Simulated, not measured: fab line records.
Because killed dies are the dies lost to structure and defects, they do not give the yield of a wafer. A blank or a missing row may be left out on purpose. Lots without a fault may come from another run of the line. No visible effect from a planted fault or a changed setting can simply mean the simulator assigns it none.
What tool caused it? || flow sfq-line || 15 lots, 45 wafers sampled, at 6 steps of a route of 325

WHAT THE GAUGES READ, wafer by wafer
SFQ_L0_RS_MEAS_901: a four-point-probe measurement.
{"lot": "L756", "measured": "day 1 12:35", "on": "film-metro-02", "L0_MONX_KI_RS (ohm/sq)": "44.0 43.6 44.0"}
{"lot": "L757", "measured": "day 1 17:36", "on": "film-metro-02", "L0_MONX_KI_RS (ohm/sq)": "43.7 43.4 43.8"}
{"lot": "L758", "measured": "day 1 22:35", "on": "film-metro-03", "L0_MONX_KI_RS (ohm/sq)": "43.0 43.6 43.4"}
{"lot": "L763", "measured": "day 2 23:35", "on": "film-metro-01", "L0_MONX_KI_RS (ohm/sq)": "43.7 43.2 43.4"}
{"lot": "L764", "measured": "day 3 04:35", "on": "film-metro-03", "L0_MONX_KI_RS (ohm/sq)": "43.5 43.3 44.0"}
{"lot": "L765", "measured": "day 3 09:34", "on": "film-metro-03", "L0_MONX_KI_RS (ohm/sq)": "42.6 43.1 42.7"}
{"lot": "L766", "measured": "day 3 14:36", "on": "film-metro-01", "L0_MONX_KI_RS (ohm/sq)": "43.0 42.9 42.9"}
{"lot": "L771", "measured": "day 4 15:35", "on": "film-metro-02", "L0_MONX_KI_RS (ohm/sq)": "43.5 43.0 43.0"}
{"lot": "L772", "measured": "day 4 20:34", "on": "film-metro-01", "L0_MONX_KI_RS (ohm/sq)": "27.8 27.7 27.6"}
{"lot": "L773", "measured": "day 5 01:34", "on": "film-metro-03", "L0_MONX_KI_RS (ohm/sq)": "27.9 28.0 28.1"}
{"lot": "L774", "measured": "day 5 06:34", "on": "film-metro-02", "L0_MONX_KI_RS (ohm/sq)": "44.2 43.6 43.5"}
{"lot": "L775", "measured": "day 5 11:35", "on": "film-metro-03", "L0_MONX_KI_RS (ohm/sq)": "27.7 27.5 27.7"}
{"lot": "L776", "measured": "day 5 16:34", "on": "film-metro-03", "L0_MONX_KI_RS (ohm/sq)": "43.2 43.8 43.0"}
{"lot": "L778", "measured": "day 6 02:34", "on": "film-metro-03", "L0_MONX_KI_RS (ohm/sq)": "43.1 43.7 43.9"}
{"lot": "L779", "measured": "day 6 07:34", "on": "film-metro-03", "L0_MONX_KI_RS (ohm/sq)": "44.5 43.8 44.2"}

SFQ_L0_THK_MEAS_902: measures by xrf.
{"lot": "L756", "measured": "day 1 12:41", "on": "film-metro-02", "L0_MONX_KI_THK (nm)": "39.4 39.8 39.4"}
{"lot": "L757", "measured": "day 1 17:42", "on": "film-metro-02", "L0_MONX_KI_THK (nm)": "39.7 39.8 39.4"}
{"lot": "L758", "measured": "day 1 22:41", "on": "film-metro-03", "L0_MONX_KI_THK (nm)": "40.2 39.9 39.8"}
{"lot": "L763", "measured": "day 2 23:41", "on": "film-metro-01", "L0_MONX_KI_THK (nm)": "39.4 40.0 39.7"}
{"lot": "L764", "measured": "day 3 04:41", "on": "film-metro-03", "L0_MONX_KI_THK (nm)": "39.8 39.5 39.3"}
{"lot": "L765", "measured": "day 3 09:41", "on": "film-metro-03", "L0_MONX_KI_THK (nm)": "40.4 40.0 40.5"}
{"lot": "L766", "measured": "day 3 14:42", "on": "film-metro-01", "L0_MONX_KI_THK (nm)": "40.2 40.1 40.0"}
{"lot": "L771", "measured": "day 4 15:41", "on": "film-metro-02", "L0_MONX_KI_THK (nm)": "39.9 40.6 40.4"}
{"lot": "L772", "measured": "day 4 20:41", "on": "film-metro-01", "L0_MONX_KI_THK (nm)": "62.4 62.2 62.3"}
{"lot": "L773", "measured": "day 5 01:41", "on": "film-metro-03", "L0_MONX_KI_THK (nm)": "61.5 61.3 61.4"}
{"lot": "L774", "measured": "day 5 06:41", "on": "film-metro-02", "L0_MONX_KI_THK (nm)": "39.3 39.6 39.6"}
{"lot": "L775", "measured": "day 5 11:41", "on": "film-metro-03", "L0_MONX_KI_THK (nm)": "62.4 62.6 61.9"}
{"lot": "L776", "measured": "day 5 16:41", "on": "film-metro-03", "L0_MONX_KI_THK (nm)": "39.9 39.3 40.2"}
{"lot": "L778", "measured": "day 6 02:41", "on": "film-metro-03", "L0_MONX_KI_THK (nm)": "39.8 39.5 39.4"}
{"lot": "L779", "measured": "day 6 07:41", "on": "film-metro-03", "L0_MONX_KI_THK (nm)": "38.8 39.3 39.0"}

SFQ_I4_BOW_MEAS_927.
{"lot": "L756", "measured": "day 38 16:16", "on": "film-metro-04", "I4_BOW (um)": "22 13 14"}
{"lot": "L757", "measured": "day 39 02:55", "on": "film-metro-02", "I4_BOW (um)": "3 -2 -2"}
{"lot": "L758", "measured": "day 40 01:16", "on": "film-metro-02", "I4_BOW (um)": "8 -4 22"}
{"lot": "L763", "measured": "day 43 11:55", "on": "film-metro-04", "I4_BOW (um)": "3 2 -8"}
{"lot": "L764", "measured": "day 44 09:46", "on": "film-metro-02", "I4_BOW (um)": "-9 -4 -8"}
{"lot": "L765", "measured": "day 45 23:38", "on": "film-metro-04", "I4_BOW (um)": "2 6 6"}
{"lot": "L766", "measured": "day 46 12:35", "on": "film-metro-01", "I4_BOW (um)": "13 12 5"}
{"lot": "L771", "measured": "day 47 17:13", "on": "film-metro-02", "I4_BOW (um)": "2 -15 5"}
{"lot": "L772", "measured": "day 47 20:47", "on": "film-metro-01", "I4_BOW (um)": "2 -4 -5"}
{"lot": "L773", "measured": "day 47 23:11", "on": "film-metro-02", "I4_BOW (um)": "-4 11 4"}
{"lot": "L774", "measured": "day 48 14:47", "on": "film-metro-01", "I4_BOW (um)": "3 2 1"}
{"lot": "L775", "measured": "day 49 01:05", "on": "film-metro-01", "I4_BOW (um)": "3 -4 2"}
{"lot": "L776", "measured": "day 49 02:47", "on": "film-metro-02", "I4_BOW (um)": "2 8 8"}
{"lot": "L778", "measured": "day 49 10:32", "on": "film-metro-02", "I4_BOW (um)": "-6 -4 -10"}
{"lot": "L779", "measured": "day 49 23:44", "on": "film-metro-01", "I4_BOW (um)": "28 13 17"}

WHICH TOOL RAN EACH LOT (tool, then ch and the chambers of the sampled wafers, then the start)
{"lot": "L756", "SFQ_TRILAYER_L0_DEP_SPUTTER_003": "pvd-sputter-03, day 1 12:29", "SFQ_TRILAYER_L0_ETCH_METAL_ETCH_008": "rie-metal-01 ch 0,1, day 3 14:15", "SFQ_TRILAYER_M3_DEP_SPUTTER_073": "pvd-sputter-04, day 21 10:38"}
{"lot": "L757", "SFQ_TRILAYER_L0_DEP_SPUTTER_003": "pvd-sputter-03, day 1 17:29", "SFQ_TRILAYER_L0_ETCH_METAL_ETCH_008": "rie-metal-04 ch 0,1, day 3 19:04", "SFQ_TRILAYER_M3_DEP_SPUTTER_073": "pvd-sputter-03, day 21 20:14"}
{"lot": "L758", "SFQ_TRILAYER_L0_DEP_SPUTTER_003": "pvd-sputter-03, day 1 22:29", "SFQ_TRILAYER_L0_ETCH_METAL_ETCH_008": "rie-metal-01 ch 0,1, day 4 01:03", "SFQ_TRILAYER_M3_DEP_SPUTTER_073": "pvd-sputter-05, day 22 13:02"}
{"lot": "L763", "SFQ_TRILAYER_L0_DEP_SPUTTER_003": "pvd-sputter-04, day 2 23:29", "SFQ_TRILAYER_L0_ETCH_METAL_ETCH_008": "rie-metal-02 ch 0,1, day 5 03:27", "SFQ_TRILAYER_M3_DEP_SPUTTER_073": "pvd-sputter-05, day 24 11:35"}
{"lot": "L764", "SFQ_TRILAYER_L0_DEP_SPUTTER_003": "pvd-sputter-05, day 3 04:29", "SFQ_TRILAYER_L0_ETCH_METAL_ETCH_008": "rie-metal-01 ch 0,1, day 5 09:27", "SFQ_TRILAYER_M3_DEP_SPUTTER_073": "pvd-sputter-05, day 25 07:58"}
{"lot": "L765", "SFQ_TRILAYER_L0_DEP_SPUTTER_003": "pvd-sputter-04, day 3 09:29", "SFQ_TRILAYER_L0_ETCH_METAL_ETCH_008": "rie-metal-04 ch 0,1, day 5 15:15", "SFQ_TRILAYER_M3_DEP_SPUTTER_073": "pvd-sputter-04, day 26 01:58"}
{"lot": "L766", "SFQ_TRILAYER_L0_DEP_SPUTTER_003": "pvd-sputter-03, day 3 14:29", "SFQ_TRILAYER_L0_ETCH_METAL_ETCH_008": "rie-metal-02 ch 0,1, day 6 05:14", "SFQ_TRILAYER_M3_DEP_SPUTTER_073": "pvd-sputter-04, day 26 19:58"}
{"lot": "L771", "SFQ_TRILAYER_L0_DEP_SPUTTER_003": "pvd-sputter-04, day 4 15:29", "SFQ_TRILAYER_L0_ETCH_METAL_ETCH_008": "rie-metal-02 ch 0,1, day 7 08:11", "SFQ_TRILAYER_M3_DEP_SPUTTER_073": "pvd-sputter-04, day 28 01:58"}
{"lot": "L772", "SFQ_TRILAYER_L0_DEP_SPUTTER_003": "pvd-sputter-03, day 4 20:29", "SFQ_TRILAYER_L0_ETCH_METAL_ETCH_008": "rie-metal-04 ch 0,1, day 7 12:59", "SFQ_TRILAYER_M3_DEP_SPUTTER_073": "pvd-sputter-03, day 28 18:59"}
{"lot": "L773", "SFQ_TRILAYER_L0_DEP_SPUTTER_003": "pvd-sputter-03, day 5 01:29", "SFQ_TRILAYER_L0_ETCH_METAL_ETCH_008": "rie-metal-04 ch 0,1, day 7 22:35", "SFQ_TRILAYER_M3_DEP_SPUTTER_073": "pvd-sputter-04, day 29 02:12"}
{"lot": "L774", "SFQ_TRILAYER_L0_DEP_SPUTTER_003": "pvd-sputter-04, day 5 06:29", "SFQ_TRILAYER_L0_ETCH_METAL_ETCH_008": "rie-metal-04 ch 0,1, day 8 02:11", "SFQ_TRILAYER_M3_DEP_SPUTTER_073": "pvd-sputter-04, day 29 10:41"}
{"lot": "L775", "SFQ_TRILAYER_L0_DEP_SPUTTER_003": "pvd-sputter-03, day 5 11:29", "SFQ_TRILAYER_L0_ETCH_METAL_ETCH_008": "rie-metal-01 ch 0, day 8 10:41", "SFQ_TRILAYER_M3_DEP_SPUTTER_073": "pvd-sputter-03, day 29 17:54"}
{"lot": "L776", "SFQ_TRILAYER_L0_DEP_SPUTTER_003": "pvd-sputter-04, day 5 16:29", "SFQ_TRILAYER_L0_ETCH_METAL_ETCH_008": "rie-metal-04 ch 0,1, day 8 14:17", "SFQ_TRILAYER_M3_DEP_SPUTTER_073": "pvd-sputter-04, day 29 22:41"}
{"lot": "L778", "SFQ_TRILAYER_L0_DEP_SPUTTER_003": "pvd-sputter-05, day 6 02:29", "SFQ_TRILAYER_L0_ETCH_METAL_ETCH_008": "rie-metal-04 ch 0,1, day 8 23:53", "SFQ_TRILAYER_M3_DEP_SPUTTER_073": "pvd-sputter-03, day 30 09:30"}
{"lot": "L779", "SFQ_TRILAYER_L0_DEP_SPUTTER_003": "pvd-sputter-05, day 6 07:29", "SFQ_TRILAYER_L0_ETCH_METAL_ETCH_008": "rie-metal-02 ch 0,1, day 9 04:41", "SFQ_TRILAYER_M3_DEP_SPUTTER_073": "pvd-sputter-03, day 31 05:53"}
- SFQ_TRILAYER_L0_DEP_SPUTTER_003: material MoNx KI, target thk 40 nm, time 100 s.
- SFQ_TRILAYER_L0_ETCH_METAL_ETCH_008: etches MoNx KI in SF6/O2, stops on SiO2, target depth 50 nm, time 25 s.
- SFQ_TRILAYER_M3_DEP_SPUTTER_073: material Nb, target thk 200 nm, time 133.3 s.

AS READ BY THE TOOLS THEMSELVES (means over the sampled wafers that have a number; for cases with no such wafer, the mark the record gives instead)
SFQ_TRILAYER_L0_DEP_SPUTTER_003.
{"lot": "L756", "tool": "pvd-sputter-03", "throttle-valve-pct (%)": 29.9}
{"lot": "L757", "tool": "pvd-sputter-03", "throttle-valve-pct (%)": 29.6}
{"lot": "L758", "tool": "pvd-sputter-03", "throttle-valve-pct (%)": 29.5}
{"lot": "L763", "tool": "pvd-sputter-04", "throttle-valve-pct (%)": 29.1}
{"lot": "L764", "tool": "pvd-sputter-05", "throttle-valve-pct (%)": 30.2}
{"lot": "L765", "tool": "pvd-sputter-04", "throttle-valve-pct (%)": 29.1}
{"lot": "L766", "tool": "pvd-sputter-03", "throttle-valve-pct (%)": 29.8}
{"lot": "L771", "tool": "pvd-sputter-04", "throttle-valve-pct (%)": 30.6}
{"lot": "L772", "tool": "pvd-sputter-03", "throttle-valve-pct (%)": 29.9}
{"lot": "L773", "tool": "pvd-sputter-03", "throttle-valve-pct (%)": 29.7}
{"lot": "L774", "tool": "pvd-sputter-04", "throttle-valve-pct (%)": 29.6}
{"lot": "L775", "tool": "pvd-sputter-03", "throttle-valve-pct (%)": 29.8}
{"lot": "L776", "tool": "pvd-sputter-04", "throttle-valve-pct (%)": 29.3}
{"lot": "L778", "tool": "pvd-sputter-05", "throttle-valve-pct (%)": 30.6}
{"lot": "L779", "tool": "pvd-sputter-05", "throttle-valve-pct (%)": 30.8}

SFQ_TRILAYER_L0_ETCH_METAL_ETCH_008.
{"lot": "L756", "tool": "rie-metal-01", "bias-w (W)": 80.23, "drypump-motor-current-A (A)": 6.5, "oes-product-au (a.u.)": 0.868}
{"lot": "L757", "tool": "rie-metal-04", "bias-w (W)": 80.13, "drypump-motor-current-A (A)": 5.9, "oes-product-au (a.u.)": 0.868}
{"lot": "L758", "tool": "rie-metal-01", "bias-w (W)": 80.05, "drypump-motor-current-A (A)": 6.4, "oes-product-au (a.u.)": 0.877}
{"lot": "L763", "tool": "rie-metal-02", "bias-w (W)": 80.23, "drypump-motor-current-A (A)": 4.8, "oes-product-au (a.u.)": 0.876}
{"lot": "L764", "tool": "rie-metal-01", "bias-w (W)": 80.07, "drypump-motor-current-A (A)": 6.3, "oes-product-au (a.u.)": 0.869}
{"lot": "L765", "tool": "rie-metal-04", "bias-w (W)": 79.93, "drypump-motor-current-A (A)": 6.3, "oes-product-au (a.u.)": 0.880}
{"lot": "L766", "tool": "rie-metal-02", "bias-w (W)": 80.21, "drypump-motor-current-A (A)": 4.8, "oes-product-au (a.u.)": 0.883}
{"lot": "L771", "tool": "rie-metal-02", "bias-w (W)": 79.98, "drypump-motor-current-A (A)": 4.8, "oes-product-au (a.u.)": 0.880}
{"lot": "L772", "tool": "rie-metal-04", "bias-w (W)": 80.16, "drypump-motor-current-A (A)": 6.3, "oes-product-au (a.u.)": 1.000}
{"lot": "L773", "tool": "rie-metal-04", "bias-w (W)": 80.17, "drypump-motor-current-A (A)": 6.3, "oes-product-au (a.u.)": 1.003}
{"lot": "L774", "tool": "rie-metal-04", "bias-w (W)": 80.30, "drypump-motor-current-A (A)": 5.9, "oes-product-au (a.u.)": 0.865}
{"lot": "L775", "tool": "rie-metal-01", "bias-w (W)": 79.73, "drypump-motor-current-A (A)": 6.5, "oes-product-au (a.u.)": 0.998}
{"lot": "L776", "tool": "rie-metal-04", "bias-w (W)": 80.07, "drypump-motor-current-A (A)": 6.3, "oes-product-au (a.u.)": 0.877}
{"lot": "L778", "tool": "rie-metal-04", "bias-w (W)": 80.04, "drypump-motor-current-A (A)": 6.3, "oes-product-au (a.u.)": 0.873}
{"lot": "L779", "tool": "rie-metal-02", "bias-w (W)": 80.36, "drypump-motor-current-A (A)": 4.8, "oes-product-au (a.u.)": 0.870}

SFQ_TRILAYER_M3_DEP_SPUTTER_073.
{"lot": "L756", "tool": "pvd-sputter-04", "throttle-valve-pct (%)": 29.2}
{"lot": "L757", "tool": "pvd-sputter-03", "throttle-valve-pct (%)": 29.5}
{"lot": "L758", "tool": "pvd-sputter-05", "throttle-valve-pct (%)": 30.7}
{"lot": "L763", "tool": "pvd-sputter-05", "throttle-valve-pct (%)": 30.1}
{"lot": "L764", "tool": "pvd-sputter-05", "throttle-valve-pct (%)": 31.4}
{"lot": "L765", "tool": "pvd-sputter-04", "throttle-valve-pct (%)": 29.2}
{"lot": "L766", "tool": "pvd-sputter-04", "throttle-valve-pct (%)": 29.9}
{"lot": "L771", "tool": "pvd-sputter-04", "throttle-valve-pct (%)": 28.7}
{"lot": "L772", "tool": "pvd-sputter-03", "throttle-valve-pct (%)": 29.7}
{"lot": "L773", "tool": "pvd-sputter-04", "throttle-valve-pct (%)": 29.8}
{"lot": "L774", "tool": "pvd-sputter-04", "throttle-valve-pct (%)": 28.9}
{"lot": "L775", "tool": "pvd-sputter-03", "throttle-valve-pct (%)": 29.9}
{"lot": "L776", "tool": "pvd-sputter-04", "throttle-valve-pct (%)": 29.1}
{"lot": "L778", "tool": "pvd-sputter-03", "throttle-valve-pct (%)": 29.7}
{"lot": "L779", "tool": "pvd-sputter-03", "throttle-valve-pct (%)": 29.6}

THE ANSWER, worked out from the rows above alone
Rule: what is usual is taken from the lots themselves. The widest of any qualifying gaps counts: lots, ordered by their means at a reading, are off when they make up no more than a third of the lots, leave a main group of 4 or more, and stand apart from it by 3 or more times the standard deviation of that group's means. If all means in a main group match to the digits the tables above print for the reading, that group is not used. Also off: a lot with no number at a reading for which 4 or more lots have one. Any other lot the step has rows for is counted as sound. After the gauges, taken in route order, come the tools' own readings; for these a lot's mean is taken, as printed above. The first step at which some lot is off is used, and at that step the reading that is off furthest; a lot without a number counts as furthest.
Off: at SFQ_L0_RS_MEAS_901 (L0_MONX_KI_RS), L772, L773, L775. Main group: mean 43.5 ohm/sq, sd 0.37.
A tool fits if, at a process step before that reading, it ran every lot that is off, and no sound lot after the first of them. The gauges at SFQ_L0_RS_MEAS_901 aren't tried: what is off there is off at SFQ_TRILAYER_L0_ETCH_METAL_ETCH_008 too, on other tools, and a gauge's error can't cause that. One fits: pvd-sputter-03 at SFQ_TRILAYER_L0_DEP_SPUTTER_003. Its last sound lot is L766 (day 3 14:29), its first lot that is off L772 (day 4 20:29): a fault that began between those two fits.

WHAT WAS PUT IN BY THE SIMULATOR
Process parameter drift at SFQ_TRILAYER_L0_DEP_SPUTTER_003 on pvd-sputter-03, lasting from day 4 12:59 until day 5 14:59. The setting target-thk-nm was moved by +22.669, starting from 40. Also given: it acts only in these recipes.
Struck lots among those shown: L772, L773, L775. The rule given above showed the same thing.
